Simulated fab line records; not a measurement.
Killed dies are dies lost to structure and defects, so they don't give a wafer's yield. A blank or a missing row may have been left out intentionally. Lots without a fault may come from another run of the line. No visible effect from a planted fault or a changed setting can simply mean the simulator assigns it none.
Struck lot and sound lot, side by side :: flow sky130 :: 44 steps out of a route of 708
Sound: wafers L152.3, L152.4, L152.5. Struck: wafer L149.6 (L149.2, L149.4, from the same lot, were not struck and are left out); the cause is given at the end.
Order at every step that has rows: each side's tool, ch and its chambers, its first start. Under that, the readings that differ: sound wafers :: struck wafers :: difference of the means :: sigmas: that difference in standard deviations of wafers without a fault.
alike: words and numbers the same on both sides, and readings whose means are apart by under 2 such deviations; not compared: readings that were withheld, readings missing a value for some wafer, numbers with overlapping values and no deviation given by the record, and bounds like >300 which may hide the same value.
The two part at a step that has a row with sigmas, a row that says differs or no value, or rows on one side only. Numbers that don't overlap but have no deviation are shown without sigmas and don't part them. Lack of a reading on every wafer of one side parts them only where that side has two or more wafers.

first, 3 steps without rows for these wafers: SKY_VIA2_CLEAN_18 (cleans in IPA, time 180 s); SKY_VIA2_CLEAN_19 (cleans in O3/DIW); SKY_VIA2_SPUTTER_20 (material TiN, target thk 20 nm, time 80 s).
SKY_VIA2_CVD_21: deposits W, target thk 420 nm, time 126.4 s.
  sound on cvd-w-01 ch 0,1, day 42 11:01; struck on cvd-w-01 ch 0, day 41 07:59
  alike: heater-power-w
SKY_VIA2_RS_MEAS_22: a four-point-probe measurement.
  sound: film-metro-03 at day 42 11:09; struck: film-metro-03 at day 41 08:08
  alike: VIA2_W_RS
SKY_VIA2_THK_MEAS_23: measures by xrf.
  sound: film-metro-03 at day 42 11:15; struck: film-metro-03 at day 41 08:15
  alike: VIA2_W_THK
then, 2 steps without rows for these wafers: SKY_VIA2_CMP_24 (polishes, stops on SiO2, t overpolish 20 s, target thk 0 nm); SKY_METAL3_SPUTTER_00 (material Ti, target thk 15 nm, time 10 s).
SKY_METAL3_SPUTTER_01: material TiN, target thk 20 nm, time 16.7 s.
  sound: pvd-sputter-04 at day 42 11:37; struck: pvd-sputter-03 at day 41 08:37
  alike: throttle-valve-pct
SKY_METAL3_SPUTTER_02: material AlCu, target thk 735 nm, time 39.1 s.
  sound: pvd-sputter-04 at day 42 11:38; struck: pvd-sputter-03 at day 41 08:39
  alike: throttle-valve-pct
SKY_METAL3_SPUTTER_03: material Ti, target thk 5 nm, time 3.3 s.
  sound: pvd-sputter-04 at day 42 11:40; struck: pvd-sputter-03 at day 41 08:41
  alike: throttle-valve-pct
then, 1 step without rows for these wafers: SKY_METAL3_SPUTTER_04 (material TiN, target thk 70 nm, time 58.3 s).
SKY_CAPM_CVD_00: deposits SiO2, target thk 15.5 nm.
  sound on pecvd-03 ch 0,2, day 42 11:44; struck on pecvd-01 ch 0, day 41 08:45
  alike: heater-power-w
SKY_CAPM_THK_MEAS_01:
  sound: film-metro-02 at day 42 11:47; struck: film-metro-03 at day 41 08:47
reading: CAPM_CVD_00_THK (nm)
sound: 15.25 15.56 15.36
struck: 13.78
difference: -1.61
sigmas: -8
SKY_CAPM_SPUTTER_02: material TiN, target thk 200 nm, time 166.7 s.
  sound: pvd-sputter-01 at day 42 11:49; struck: pvd-sputter-02 at day 41 08:50
  alike: throttle-valve-pct
SKY_CAPM_RS_MEAS_03: a four-point-probe measurement.
  sound: film-metro-03 at day 42 11:58; struck: film-metro-02 at day 41 08:58
  alike: CAPM_TIN_RS
SKY_CAPM_THK_MEAS_04: measures by xrf.
  sound: film-metro-03 at day 42 12:04; struck: film-metro-02 at day 41 09:05
  alike: CAPM_TIN_THK
then, 7 steps without rows for these wafers: SKY_CAPM_DEHYDRATE_05 (time 60 s); SKY_CAPM_HMDS_06 (prime time 60 s); SKY_CAPM_COAT_07 (resist thk 1140 nm); SKY_CAPM_SOFTBAKE_08 (time 60 s); SKY_CAPM_EXPOSE_09 (exposes mask CAPM, target cd 1000 nm); SKY_CAPM_PEB_10; SKY_CAPM_DEVELOP_11 (develop time 60 s).
SKY_CAPM_OVL_MEAS_12:
  sound: overlay-02 at day 43 10:32; struck: overlay-01 at day 42 09:18
  alike: CAPM_OVL
then, 13 steps without rows for these wafers: SKY_CAPM_METAL_ETCH_13 (etches TiN in Cl2/BCl3, stops on SiO2, target depth 220 nm, time 62.9 s); SKY_CAPM_STRIP_14 (strips in O2/N2); SKY_CAPM_STRIP_15 (strips in post etch residue remover, time 1200 s); SKY_CAPM_CLEAN_16 (cleans in IPA, time 180 s); SKY_CAPM_CLEAN_17 (cleans in O3/DIW); SKY_METAL3_DEHYDRATE_05 (time 60 s); SKY_METAL3_HMDS_06 (prime time 60 s); SKY_METAL3_COAT_07 (resist thk 60 nm); SKY_METAL3_COAT_08 (resist thk 1140 nm); SKY_METAL3_SOFTBAKE_09 (time 90 s); SKY_METAL3_EXPOSE_10 (exposes mask MM3, target cd 300 nm); SKY_METAL3_PEB_11; SKY_METAL3_DEVELOP_12 (develop time 60 s).
SKY_METAL3_CD_MEAS_13: target cd 300 nm.
  sound: cd-sem-01 at day 44 09:40; struck: cd-sem-02 at day 43 08:48
reading: cd-nm (nm)
sound: 303.6 303.5 302.0
struck: 298.3
difference: -4.7
sigmas: -3
SKY_METAL3_OVL_MEAS_14:
  sound: overlay-01 at day 44 09:46; struck: overlay-01 at day 43 08:55
  alike: METAL3_OVL
then, 2 steps without rows for these wafers: SKY_METAL3_DESCUM_15 (chemistry O2, time 8 s); SKY_METAL3_ETCH_16 (etches BARC in N2/H2, stops on SiO2, time 88.2 s, target depth 60 nm).
SKY_METAL3_ETCH_17: etches SiO2 in C4F8/O2/Ar, stops on TiN, time 3.9 s, target depth 15 nm.
  sound on rie-diel-02 ch 1,2, day 44 09:55; struck on rie-diel-04 ch 1, day 43 09:04
reading: oes-product-au (a.u.)
sound: 0.749 0.763 0.752
struck: 0.713
difference: -0.042
sigmas: -7
  not compared: rf-hours-counter-h
-- the record jumps here: 6 days lie between the struck wafers' starts before and after (it left off in module METAL3 and takes up again in module PAD_OPEN, whose first step shown is number 708 of the route) --
SKY_PAD_OPEN_PROBE_99:
  sound: prober-02 at day 50 11:29; struck: prober-01 at day 49 18:53
reading: model.etest.tester.sort-n-pass
sound: 409 412 412
struck: 367
difference: -44
sigmas: 

reading: model.etest.tester.sort-yield-pct (%)
sound: 83.13 83.74 83.74
struck: 74.59
difference: -8.95
sigmas: 

reading: model.etest.tester.sort_bin_5_pct (%)
sound: 10.57 8.74 11.38
struck: 18.09
difference: +7.86
sigmas: 

reading: model.etest.cap-mim.c-ff-um2-rim-less-centre
sound: 0.01698 0.01355 -0.006146
struck: 0.7483
difference: +0.7402
sigmas: 

reading: model.etest.tester.sort_bin_8_pct (%)
sound: 0 0 0
struck: 0.0001196
difference: +0.0001196
sigmas: 
  alike: defect-limited-yield, killed_at_M0_to_M3, killed_at_M4_up, killed-at-contacts, killed-at-front-end, killed-at-other, killed-dies, killed-open, killed-short

WHERE THEY PART
First at SKY_CAPM_THK_MEAS_01; last, within this record, at SKY_METAL3_ETCH_17. Later steps at which nothing parts them and some readings are alike: SKY_PAD_OPEN_PROBE_99.

WHY: what the simulator had put in
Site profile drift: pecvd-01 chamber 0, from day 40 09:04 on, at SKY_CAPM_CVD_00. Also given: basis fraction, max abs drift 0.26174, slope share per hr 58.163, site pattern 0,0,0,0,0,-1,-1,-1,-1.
